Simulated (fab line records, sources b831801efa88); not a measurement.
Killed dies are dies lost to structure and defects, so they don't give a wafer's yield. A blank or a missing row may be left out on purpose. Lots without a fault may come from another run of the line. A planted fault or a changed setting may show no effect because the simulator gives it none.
fab line records | flow sky130
record lots=12 wafers=36 last_day=48
route steps=708 shown FIELD_ISO@5 VT_ADJUST_LVTN@116 SPACER@305
lots that met no fault: from a run of the same line without faults
start_h: hours from the record's first day to the start of the lot's first wafer shown | wait_h: hours since the lot's step before | " the same as in the row above | L1.1+2: a row that stands for several wafers | - no value, or no start given | * or withheld: withheld | < > ~ a bound
route shown NAME@n: a module of which the file shows steps, and the number in the route of the first | usual: mean/standard deviation of fault-free wafers | same: alike in all rows | chamber/n: place in a boat | sites: the reading at each site | _std_site: their standard deviation | _edge_site: outer sites' mean less inner sites' | radius_mm: how far each site lies from the wafer's centre | mask NAME#n: copy n | behind: the tool/chamber that last shaped the wafer | hold: why the lot was held/for how many hours/how that ended | device: the transistor (n, p or np) that didn't switch | end of line: the same wafers' tests at the end of the route | a step without rows: its recipe alone | killed: dies lost to structure and defects at the first sort, not the wafer's yield | map: a wafer's dies, x killed, . not, _ none there
set.NAME: the setting as run; set.NAME@STEP: as run at that earlier step | model.NAME: the simulator's own value behind a step, which no gauge read
steps of the route over a sample of lots; a table a step, a row a wafer
services: from which hour (start_h, from the record's first day; less than 0 if before it) a tool's chamber was out of use, for how many hours, and why
## steps
# step SKY_FIELD_ISO_THK_MEAS_04
# recipe reads=Si3N4_of_FIELD_ISO_CVD_03
# usual FIELD_ISO_CVD_03_THK=165.6/1.4
# columns lot.wafer tool chamber start_h wait_h FIELD_ISO_CVD_03_THK[nm]
L933.1 film_metro-01 - 15.19 0.0 165.8
L933.4 " - " " 165.8
L933.6 " - " " 165.5
L934.3 film_metro-04 - 18.50 0.0 162.2
L934.5 " - " " 163.1
L934.6 " - " " 162.2
L935.1 film_metro-01 - 24.80 0.0 167.1
L935.2 " - " " 167.2
L935.4 " - " " 166.0
L936.1 film_metro-02 - 28.79 0.0 164.4
L936.4 " - " " 165.0
L936.5 " - " " 164.2
L937.1 film_metro-02 - 33.48 0.0 163.2
L937.2 " - " " 163.4
L937.6 " - " " 165.6
L938.1 film_metro-01 - 39.73 0.0 166.6
L938.3 " - " " 168.3
L938.4 " - " " 167.8
L940.1 film_metro-02 - 50.28 0.0 166.5
L940.3 " - " " 166.0
L940.5 " - " " 165.9
L941.1 film_metro-02 - 54.72 0.0 164.2
L941.4 " - " " 163.8
L941.5 " - " " 164.2
L944.1 film_metro-02 - 68.72 0.0 163.6
L944.2 " - " " 164.4
L944.4 " - " " 164.0
L945.2 film_metro-02 - 73.82 0.0 164.2
L945.3 " - " " 164.7
L945.5 " - " " 165.6
L946.1 film_metro-02 - 79.91 0.0 166.4
L946.2 " - " " 166.2
L946.3 " - " " 167.2
L947.1 film_metro-01 - 85.64 0.0 166.0
L947.3 " - " " 164.5
L947.4 " - " " 167.3
# step SKY_FIELD_ISO_STRIP_16
# recipe chemistry=O2/N2 power_w=1400 pressure_mtorr=1500 platen_temp_c=withheld o2_flow_sccm=3000 n2_flow_sccm=300 overash_fraction=0.5
# usual drypump_motor_current_A=5.7/0.41 oes_product_au=0.378/0.0047 strip_time_to_endpoint_s=3.54/0.035
# columns lot.wafer tool chamber start_h wait_h drypump_motor_current_A oes_product_au rf_hours_counter_h strip_time_to_endpoint_s
L933.1 plasma_asher-04 0 29.76 0.0 4.8 0.373 33 3.45
L933.4 " 1 " " 5.9 0.380 - 3.51
L933.6 " 1 " " 5.9 0.384 - 3.53
L934.3 plasma_asher-01 0 33.42 0.1 5.9 0.384 - 3.59
L934.5 " 1 " " 5.9 0.374 - 3.58
L934.6 " 0 " " 5.9 0.377 - 3.47
L935.1 plasma_asher-01 0 40.46 0.0 5.9 0.382 36 3.57
L935.2 " 1 " " 5.9 0.373 36 3.50
L935.4 " 0 " " 5.9 0.374 - 3.55
L936.1 plasma_asher-04 0 44.49 0.0 4.8 0.376 35 3.59
L936.4 " 0 " " 4.8 0.371 - 3.55
L936.5 " 0 " " 4.8 0.388 - 3.61
L937.1 plasma_asher-04 1 49.25 0.0 5.9 0.383 35 3.60
L937.2 " 0 " " 4.8 0.373 35 3.58
L937.6 " 1 " " 5.9 0.382 - 3.51
L938.1 plasma_asher-01 0 55.30 0.0 5.9 0.376 38 3.60
L938.3 " 1 " " 5.9 0.381 - 3.51
L938.4 " 0 " " 5.9 0.387 - 3.59
L940.1 plasma_asher-02 1 66.93 0.0 5.6 0.379 24 3.58
L940.3 " 1 " " 5.6 0.379 - 3.51
L940.5 " 1 " " 5.6 0.375 - 3.51
L941.1 plasma_asher-02 1 70.64 0.0 5.6 0.375 25 3.53
L941.4 " 0 " " 6.0 0.385 - 3.58
L941.5 " 0 " " 6.0 0.383 - 3.57
L944.1 plasma_asher-04 0 85.23 0.0 4.8 0.377 38 3.55
L944.2 " 1 " " 5.9 0.380 38 3.63
L944.4 " 0 " " 4.8 0.386 - 3.56
L945.2 plasma_asher-02 0 90.66 0.0 5.9 0.364 27 3.53
L945.3 " 0 " " 6.0 0.375 - 3.55
L945.5 " 0 " " 5.9 0.383 - 3.52
L946.1 plasma_asher-02 0 97.83 0.0 6.0 0.375 27 3.56
L946.2 " 1 " " 5.6 0.373 27 3.58
L946.3 " 1 " " 5.6 0.376 - 3.53
L947.1 plasma_asher-01 0 103.35 0.0 5.9 0.377 42 3.56
L947.3 " 0 " " 5.9 0.380 - 3.55
L947.4 " 1 " " 5.9 0.381 - 3.55
# step SKY_VT_ADJUST_LVTN_IMPLANT_19
# recipe species=B energy_kev=30 dose_cm2=6.5e+11 tilt_deg=withheld
# usual implant_ion_amu=11/0
# columns lot.wafer tool chamber start_h wait_h implant_ion_amu
L933.1 implanter-01 0 160.95 0.0 11
L933.4 " 0 " " 11
L933.6 " 0 " " 11
L934.3 implanter-02 0 168.30 0.1 11
L934.5 " 0 " " 11
L934.6 " 0 " " 11
L935.1 implanter-01 0 175.52 0.0 11
L935.2 " 0 " " 11
L935.4 " 0 " " 11
L936.1 implanter-02 0 181.97 0.0 11
L936.4 " 0 " " 11
L936.5 " 0 " " 11
L937.1 implanter-04 0 189.62 0.0 11
L937.2 " 0 " " 11
L937.6 " 0 " " 11
L938.1 implanter-01 0 195.62 0.0 11
L938.3 " 0 " " 11
L938.4 " 0 " " 11
L940.1 implanter-04 0 209.16 0.0 11
L940.3 " 0 " " 11
L940.5 " 0 " " 11
L941.1 implanter-02 0 214.66 0.0 11
L941.4 " 0 " " 11
L941.5 " 0 " " 11
L944.1 implanter-01 0 234.81 0.0 49
L944.2 " 0 " " 49
L944.4 " 0 " " 49
L945.2 implanter-02 0 240.39 0.0 49
L945.3 " 0 " " 49
L945.5 " 0 " " 49
L946.1 implanter-02 0 247.76 0.0 49
L946.2 " 0 " " 49
L946.3 " 0 " " 49
L947.1 implanter-02 0 256.27 0.0 49
L947.3 " 0 " " 49
L947.4 " 0 " " 49
# step SKY_VT_ADJUST_LVTN_TW_MEAS_21
# usual VT_ADJUST_LVTN_2_TW=188.6/1
# columns lot.wafer tool chamber start_h wait_h VT_ADJUST_LVTN_2_TW
L933.1 film_metro-02 - 161.20 0.1 187.1
L933.4 " - " " 188.9
L933.6 " - " " 188.3
L934.3 film_metro-01 - 168.52 0.1 188.0
L934.5 " - " " 189.0
L934.6 " - " " 189.0
L935.1 film_metro-02 - 175.77 0.1 190.4
L935.2 " - " " 188.8
L935.4 " - " " 190.2
L936.1 film_metro-01 - 182.22 0.1 189.9
L936.4 " - " " 190.1
L936.5 " - " " 188.5
L937.1 film_metro-03 - 189.87 0.1 188.8
L937.2 " - " " 189.9
L937.6 " - " " 189.5
L938.1 film_metro-03 - 195.87 0.1 188.1
L938.3 " - " " 187.5
L938.4 " - " " 187.2
L940.1 film_metro-02 - 209.41 0.1 187.4
L940.3 " - " " 188.6
L940.5 " - " " 188.4
L941.1 film_metro-03 - 214.91 0.1 189.0
L941.4 " - " " 188.7
L941.5 " - " " 187.6
L944.1 film_metro-02 - 235.06 0.1 289.6
L944.2 " - " " 290.8
L944.4 " - " " 288.6
L945.2 film_metro-01 - 240.62 0.1 292.1
L945.3 " - " " 291.4
L945.5 " - " " 293.2
L946.1 film_metro-03 - 248.01 0.1 287.3
L946.2 " - " " 288.6
L946.3 " - " " 288.8
L947.1 film_metro-01 - 256.52 0.1 293.1
L947.3 " - " " 292.0
L947.4 " - " " 291.4
# step SKY_SPACER_THK_MEAS_01
# recipe reads=Si3N4_of_SPACER_CVD_00
# usual SPACER_CVD_00_THK=43.1/0.47
# columns lot.wafer tool chamber start_h wait_h SPACER_CVD_00_THK[nm]
L933.1 film_metro-04 - 522.92 0.0 43.1
L933.4 " - " " 43.0
L933.6 " - " " 42.9
L934.3 film_metro-03 - 534.75 0.0 42.9
L934.5 " - " " 43.0
L934.6 " - " " 42.9
L935.1 film_metro-01 - 547.22 0.0 43.7
L935.2 " - " " 43.6
L935.4 " - " " 43.7
L936.1 film_metro-03 - 553.93 0.0 43.7
L936.4 " - " " 43.6
L936.5 " - " " 43.7
L937.1 film_metro-01 - 568.82 0.0 44.1
L937.2 " - " " 43.4
L937.6 " - " " 43.6
L938.1 film_metro-01 - 574.74 0.0 43.4
L938.3 " - " " 42.9
L938.4 " - " " 43.4
L940.1 film_metro-04 - 586.64 0.0 43.4
L940.3 " - " " 43.6
L940.5 " - " " 43.6
L941.1 film_metro-03 - 594.59 0.0 43.8
L941.4 " - " " 43.9
L941.5 " - " " 43.8
L944.1 film_metro-04 - 624.48 0.0 42.6
L944.2 " - " " 42.9
L944.4 " - " " 43.2
L945.2 film_metro-01 - 633.62 0.0 43.1
L945.3 " - " " 43.3
L945.5 " - " " 42.9
L946.1 film_metro-03 - 642.29 0.0 42.7
L946.2 " - " " 42.7
L946.3 " - " " 43.3
L947.1 film_metro-01 - 652.91 0.0 43.0
L947.3 " - " " 42.8
L947.4 " - " " 42.9
## services
# columns tool chamber start_h hours kind
plasma_asher-02 - 9.82 15.6 pm
implanter-01 - 14.69 1.7 repair
plasma_asher-01 - 27.38 4.3 repair
implanter-04 - 42.93 0.9 repair
plasma_asher-04 - 65.90 6.9 repair
implanter-02 - 70.48 0.8 repair
implanter-02 - 80.95 3.1 pm
implanter-02 - 85.04 2.7 repair
plasma_asher-01 - 108.75 9.0 pm
plasma_asher-01 0 108.75 9.0 vent_cycle
plasma_asher-01 1 108.75 9.0 vent_cycle
plasma_asher-01 0 117.75 - clean
plasma_asher-01 1 117.75 - clean
plasma_asher-02 - 128.84 5.3 repair
implanter-04 - 136.85 2.7 repair
plasma_asher-01 - 147.56 2.8 pm
implanter-01 - 177.97 5.4 repair
implanter-04 - 182.87 1.3 repair
implanter-01 - 198.40 4.2 repair
implanter-04 - 200.21 3.0 pm
implanter-01 - 245.49 2.8 pm
implanter-02 - 253.37 0.8 repair
## key
first_sign step=SKY_VT_ADJUST_LVTN_IMPLANT_19 reading=implant_ion_amu direction=up sigmas=99+ usual=11 struck=49
effect step=SKY_VT_ADJUST_LVTN_TW_MEAS_21 reading=VT_ADJUST_LVTN_2_TW direction=up sigmas=99+ usual=188.6 struck=290.6
met_at SKY_VT_ADJUST_LVTN_IMPLANT_19
struck_lots L944,L945,L946,L947
tester_left_out L944,L945,L946,L947
not_acting_at SKY_FIELD_ISO_THK_MEAS_04,SKY_FIELD_ISO_STRIP_16,SKY_SPACER_THK_MEAS_01
onset_between 214.66 234.81
fault kind=wrong_recipe_download tool=implanter-01,implanter-02,implanter-04 chamber=- onset_h=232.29 steps=SKY_VT_ADJUST_LVTN_IMPLANT_19 wrong_recipe.not_listed=1
# tester_left_out: of these lots the tester's yield and bins aren't shown, on N5 and GAA mostly nor the transistor test; their killed dies are dies lost to structure and defects alone, not to doping, threshold or leakage, so they don't give the yield
